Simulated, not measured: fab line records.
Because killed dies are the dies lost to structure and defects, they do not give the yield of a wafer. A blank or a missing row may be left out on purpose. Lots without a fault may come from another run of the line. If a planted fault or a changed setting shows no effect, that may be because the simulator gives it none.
Which tool was responsible? | flow sky130 | 18 wafers from 6 lots sampled at 3 of the route's 708 steps

== WHAT EACH GAUGE READ, for each wafer ==
SKY_VIA4_THK_MEAS_01.
lot  | measured     | on            | VIA4_HDPCVD_THK (nm)
L257 | day 42 07:20 | film metro-03 | 1751 1752 1717
L260 | day 43 06:25 | film metro-04 | 1382 1385 1386 1381 1384 1387
L267 | day 45 12:46 | film metro-01 | 1704 1745 1756
L273 | day 46 12:20 | film metro-04 | 1780 1773 1766
L275 | day 47 02:28 | film metro-01 | 1710 1759 1709
L279 | day 47 19:43 | film metro-04 | 1705 1765 1709

== TOOL THAT RAN EACH LOT (tool first, then ch and the chambers of the sampled wafers, then the start) ==
lot  | SKY_VIA2_CVD_21               | SKY_VIA4_HDPCVD_00
L257 | cvd w-02 ch 0, day 36 18:46   | hdpcvd-02 ch 1,2, day 42 07:04
L260 | cvd w-02 ch 0, day 37 22:51   | hdpcvd-02 ch 0,1,2, day 43 06:14
L267 | cvd w-01 ch 0,1, day 40 11:00 | hdpcvd-01 ch 0,1,2, day 45 12:34
L273 | cvd w-02 ch 0,1, day 41 13:29 | hdpcvd-01 ch 0,2, day 46 12:10
L275 | cvd w-02 ch 0,1, day 42 08:03 | hdpcvd-02 ch 0,1, day 47 02:16
L279 | cvd w-01 ch 0,1, day 43 02:36 | hdpcvd-02 ch 1,2, day 47 19:32
- SKY_VIA2_CVD_21: deposits W, target thk 420 nm, time 126.4 s.
- SKY_VIA4_HDPCVD_00: deposits SiO2, target thk 1750 nm, time 291.7 s.

== THE ANSWER, worked out from the rows above alone ==
Rule: the lots themselves supply what counts as usual. The widest of any qualifying gaps counts: lots, ordered by their means at a reading, are off when they make up no more than a third of the lots, leave a main group of 4 or more, and stand apart from it by 3 or more times the standard deviation of that group's means. If all means in a main group match to the digits the tables above print for the reading, that group is not used. A lot without any number at a reading at which 4 lots or more have one is off too. Where the step has rows for the other lots, those lots are counted as sound.
Off: L260, at SKY_VIA4_THK_MEAS_01 (VIA4_HDPCVD_THK). Main group: mean 1740 nm, sd 17.
If a tool, at a process step before that reading, ran all the lots that are off and no sound lot after the first of them, it fits. Gauges at SKY_VIA4_THK_MEAS_01: tried the same way as those tools. None of those tried fits.

== WHAT WAS PUT IN BY THE SIMULATOR ==
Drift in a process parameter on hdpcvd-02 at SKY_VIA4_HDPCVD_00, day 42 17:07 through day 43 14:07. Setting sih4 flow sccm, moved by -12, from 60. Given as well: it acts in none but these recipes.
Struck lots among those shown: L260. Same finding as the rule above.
